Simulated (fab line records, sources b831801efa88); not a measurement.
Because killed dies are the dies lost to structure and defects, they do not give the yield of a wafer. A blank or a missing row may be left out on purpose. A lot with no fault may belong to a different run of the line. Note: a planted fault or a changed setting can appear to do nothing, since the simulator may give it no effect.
A lot that was struck, set against a sound lot	flow gf180mcu	14 steps out of a route of 602
Sound: the wafers L247.1, L247.4, L247.5. Wafers struck: L261.2, L261.3, L261.5. The cause is named last.
Per side, at each step with rows, come the tool, then ch with its chambers, and then its first start. Under that, the readings that differ: sound wafers	struck wafers	difference of the means	sigmas: that difference in standard deviations of wafers without a fault.
alike: readings with means less than 2 such deviations apart, plus words and numbers identical on both sides. not compared: withheld readings, readings lacking a value on some wafer, bounds such as >300 that could conceal the same value, and numbers that have no deviation in the record and whose values overlap.
Wherever a step has rows on one side only, a row that says differs or no value, or a row with sigmas, the two part there. Numbers that have no deviation but don't overlap get no sigmas and don't part them. Lack of a reading on every wafer of one side parts them only where that side has two or more wafers.

GF_HV_LDD_CD_MEAS_31: the cd target is 400 nm.
  struck on cdSem-02, day 17 00:19; sound on cdSem-02, day 12 16:42
  alike: cdNm
GF_HV_LDD_OVL_MEAS_32:
  struck on overlay-01, day 17 00:26; sound on overlay-01, day 12 16:49
  alike: HV_LDD_02_OVL
then, 4 steps without rows for these wafers: GF_HV_LDD_IMPLANT_33; GF_HV_LDD_IMPLANT_34; GF_HV_LDD_IMPLANT_35; GF_HV_LDD_IMPLANT_36.
GF_HV_LDD_STRIP_37: strips in O2/N2.
  sound on plasmaAsher-02 ch 0,1, day 12 17:28; struck on plasmaAsher-01 ch 1, day 17 01:04
  alike: drypumpMotorCurrentA, heaterPowerW, oesProductAu, stripTimeToEndpointS
  not compared: rfHoursCounterH
GF_HV_LDD_TW_MEAS_38:
  struck on filmMetro-01, day 17 01:10; sound on filmMetro-04, day 12 17:34
reading	sound	struck	difference	sigmas
HV_LDD_3_TW	1450 1456 1460	1411 1415 1415	-42	-2
then, 4 steps without rows for these wafers: GF_HV_LDD_DEHYDRATE_39 (time 60 s); GF_HV_LDD_HMDS_40 (prime time 60 s); GF_HV_LDD_COAT_41 (resist thk 1000 nm); GF_HV_LDD_SOFTBAKE_42 (time 60 s).
GF_HV_LDD_EXPOSE_43: exposes mask Pplus HV AREA, target cd 400 nm.
  sound on ilineStepper-01 ch 0, day 13 03:17; struck on ilineStepper-01, day 17 12:53
  no value came back on the struck wafers for exposureDoseMJCm2, focusOffsetNm (nm), stageVelMmS (mm/s); on the sound wafers exposureDoseMJCm2 reads 139.93 139.94 140.05
reading	sound	struck	difference	sigmas
model.HV_LDD.overlayXNm (nm)	-1.507 -1.507 -1.507	-0.1399 -0.1399 -0.1399	+1.3671	
  alike: mask
next, for these wafers, 1 step has no rows: GF_HV_LDD_PEB_44.

== WHERE THEY PART ==
At GF_HV_LDD_TW_MEAS_38 first; at GF_HV_LDD_EXPOSE_43 last (within this record only).

WHY: what had been put in by the simulator
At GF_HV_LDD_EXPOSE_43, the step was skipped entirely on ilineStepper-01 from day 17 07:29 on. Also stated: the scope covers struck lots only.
